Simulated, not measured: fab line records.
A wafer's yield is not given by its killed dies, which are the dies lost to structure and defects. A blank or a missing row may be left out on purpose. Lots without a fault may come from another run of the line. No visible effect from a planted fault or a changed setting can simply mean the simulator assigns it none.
A lot that was struck, set against a sound lot	flow sky130	17 out of 708 route steps
Sound: the wafers L616.1, L616.4, L616.6. The struck wafers were L628.1, L628.3, L628.4. At the end, the cause is stated.
Each step with rows lists, per side, the tool, then ch with its chambers, then its first start. Under that, the readings that differ: sound wafers	struck wafers	difference of the means	sigmas: that difference in standard deviations of wafers without a fault.
alike: readings whose means differ by less than 2 such deviations, and words and numbers that are the same on both sides. not compared: withheld readings, readings that some wafer has no value for, bounds like >300 that may hide the same value, and numbers for which the record gives no deviation and whose values overlap.
Wherever a step has rows on one side only, a row that says differs or no value, or a row with sigmas, the two part there. When numbers do not overlap yet have no deviation, they are printed without sigmas and do not part them. Lack of a reading on every wafer of one side parts them only where that side has two or more wafers.

first, 1 step without rows for these wafers: SKY_VIA1_ETCH_15 (etches SiO2 in C4F8/O2/Ar, stops on TiN, target depth 351 nm, time 54 s).
SKY_VIA1_STRIP_16: strips in O2/N2.
  sound on plasma_asher-04 ch 0,1, day 34 17:46; struck on plasma_asher-01 ch 0,1, day 38 13:38
  alike: drypump_motor_current_A, oes_product_au, strip_time_to_endpoint_s
  not compared: rf_hours_counter_h
then, 3 steps without rows for these wafers: SKY_VIA1_STRIP_17 (strips in post etch residue remover, time 1200 s); SKY_VIA1_CLEAN_18 (cleans in IPA, time 180 s); SKY_VIA1_CLEAN_19 (cleans in O3/DIW).
SKY_VIA1_SPUTTER_20: material TiN, target thk 20 nm, time 80 s.
  sound: pvd_sputter-02 at day 34 18:22; struck: pvd_sputter-03 at day 38 14:13
  alike: cathode_dc_power_W, chamber_pressure_pa, throttle_valve_pct
SKY_VIA1_CVD_21: deposits W, target thk 270 nm, time 80.902 s.
  sound on cvd_w-01 ch 0, day 34 18:25; struck on cvd_w-01 ch 0,1, day 38 14:17
  alike: heater_power_outer_w, heater_power_w
SKY_VIA1_RS_MEAS_22: measurement is done with a four-point probe.
  sound: film_metro-04 at day 34 18:31; struck: film_metro-04 at day 38 14:22
  alike: VIA1_W_RS
SKY_VIA1_THK_MEAS_23: measures by xrf.
  sound: film_metro-04 at day 34 18:38; struck: film_metro-04 at day 38 14:29
  alike: VIA1_W_THK
then, 2 steps without rows for these wafers: SKY_VIA1_CMP_24 (polishes, stops on SiO2, t overpolish 15 s, target thk 0 nm); SKY_METAL2_SPUTTER_00 (material Ti, target thk 15 nm, time 10 s).
SKY_METAL2_SPUTTER_01: material TiN, target thk 20 nm, time 16.7 s.
  sound: pvd_sputter-01 at day 34 19:01; struck: pvd_sputter-04 at day 38 14:53
  alike: cathode_dc_power_W, chamber_pressure_pa, throttle_valve_pct
SKY_METAL2_SPUTTER_02: material AlCu, target thk 250 nm, time 13.3 s.
  sound: pvd_sputter-01 at day 34 19:02; struck: pvd_sputter-04 at day 38 14:54
  no value came back on the struck wafers for cathode_dc_power_W (W), chamber_pressure_pa (Pa), throttle_valve_pct (%), time_s (s); on the sound wafers cathode_dc_power_W (W) reads 10602 10600 10598
then, 1 step without rows for these wafers: SKY_METAL2_SPUTTER_03 (material Ti, target thk 5 nm, time 3.3 s).
SKY_METAL2_SPUTTER_04: material TiN, target thk 70 nm, time 58.3 s.
  sound: pvd_sputter-01 at day 34 19:05; struck: pvd_sputter-04 at day 38 14:56
  alike: cathode_dc_power_W, chamber_pressure_pa, throttle_valve_pct
SKY_METAL2_RS_MEAS_05: measurement is done with a four-point probe.
  sound: film_metro-02 at day 34 19:08; struck: film_metro-01 at day 38 15:17
reading	sound	struck	difference	sigmas
METAL2_ALCU_RS (ohm/sq)	0.1275 0.1245 0.1250	8.6463 8.6399 8.6664	+8.5252	+99 or more
  not compared: hold
next, for these wafers, 1 step has no rows: SKY_PAD_OPEN_PROBE_99.

WHERE THEY PART
First at SKY_METAL2_SPUTTER_02; last, within this record, at SKY_METAL2_RS_MEAS_05.

WHY: the cause the simulator had injected
Whole step skipped at SKY_METAL2_SPUTTER_02 on pvd_sputter-04, starting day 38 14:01. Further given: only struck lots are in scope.
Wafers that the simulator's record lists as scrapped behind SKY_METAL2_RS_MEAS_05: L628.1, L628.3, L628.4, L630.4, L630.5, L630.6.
